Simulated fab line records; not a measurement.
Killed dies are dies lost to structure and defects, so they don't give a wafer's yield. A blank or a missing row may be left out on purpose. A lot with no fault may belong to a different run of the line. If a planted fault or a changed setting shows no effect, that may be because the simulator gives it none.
Matching of chambers    flow sky130    rie diel-03 running SKY_METAL4_ETCH_17: 4 sister chambers
The step etches SiO2 in C4F8/O2/Ar, stops on TiN, time 3.9 s, target depth 15 nm. 4 wafers are shown with their chamber, then 11 later ones without.

WAFERS, EACH WITH ITS CHAMBER
wafer   chamber  oes product au (a.u.)
L088.5  2        0.758
L089.2  3        0.765
L092.5  1        0.761
L093.1  0        0.757

WAFERS WITHOUT THEIR CHAMBER
wafer   oes product au (a.u.)
L093.2  0.755
L093.5  0.762
L094.1  0.754
L094.5  0.760
L094.6  0.755
L095.1  0.749
L095.3  0.758
L095.4  0.758
L096.1  0.764
L096.2  0.757
L096.5  0.763

EACH ONE'S CHAMBER
wafer   from the rows above                in truth
L093.2  can't be placed: 0 or 2 or 1       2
L093.5  can't be placed: 1 or 3 or 2 or 0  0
L094.1  can't be placed: 0 or 2 or 1       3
L094.5  can't be placed: 1 or 2 or 0 or 3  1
L094.6  can't be placed: 0 or 2 or 1       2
L095.1  can't be placed: 0 or 2 or 1       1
L095.3  can't be placed: 2 or 0 or 1       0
L095.4  can't be placed: 2 or 0 or 1       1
L096.1  can't be placed: 3 or 1 or 2       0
L096.2  can't be placed: 0 or 2 or 1       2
L096.5  can't be placed: 1 or 3 or 2 or 0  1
Correct placement for 0 of the 11. Unplaceable from these rows: 11, with the true chamber sitting among the candidates in 9. Wrongly placed: 0.
How it was worked out, from the rows above alone: a wafer's distance from a chamber is the root of the sum, over the readings, of the square of ((its reading less the chamber's mean) divided by the reading's scatter). The wafer belongs to the nearest chamber; if the next one is less than 2 further off, it can't be placed. The mean given for a chamber averages the wafers shown for that chamber. The scatter (one wafer shown for each chamber): square how far every hidden wafer sits from the nearest shown wafer, average those squares and take the square root.
